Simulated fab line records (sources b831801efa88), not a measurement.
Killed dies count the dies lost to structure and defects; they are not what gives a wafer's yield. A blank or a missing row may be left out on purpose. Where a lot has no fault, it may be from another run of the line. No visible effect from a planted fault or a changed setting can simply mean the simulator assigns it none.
Chamber matching ; flow sky130 ; SKY_POLY_CUT_ETCH_11 on rie-diel-03 has 4 sister chambers
The step etches Si3N4 in CF4/CH2F2/Ar, stops on poly-Si, time 42.5 s, target depth 60 nm. 4 wafers are shown with their chamber, then 7 later ones without.

## WAFERS WITH THEIR CHAMBER
wafer;chamber;drypump-motor-current-A (A)
L369.6;1;6.4
L370.3;0;6.5
L375.4;2;5.8
L375.5;3;5.9

## WAFERS WITHOUT THEIR CHAMBER
wafer;drypump-motor-current-A (A)
L375.6;6.5
L378.1;6.3
L378.2;5.9
L378.3;5.8
L385.1;5.8
L385.3;5.9
L385.6;6.4

## WHICH CHAMBER EACH WENT THROUGH
wafer;from the rows above;in truth
L375.6;0;0
L378.1;1;1
L378.2;3;3
L378.3;2;2
L385.1;2;2
L385.3;3;3
L385.6;1;1
Correctly placed: 7 of 7. Not placeable from these rows: 0. Number placed wrongly: 0.
How it was worked out, from the rows above alone: a wafer's distance from a chamber is the root of the sum, over the readings, of the square of ((its reading less the chamber's mean) divided by the reading's scatter). If the next closest chamber is less than 2 further off than the closest, the wafer can't be placed; otherwise it belongs to the closest. For every chamber, the mean is computed from those of its wafers that are shown. The scatter: root of mean squared gap, hidden wafer to nearest shown wafer, with one shown wafer a chamber.
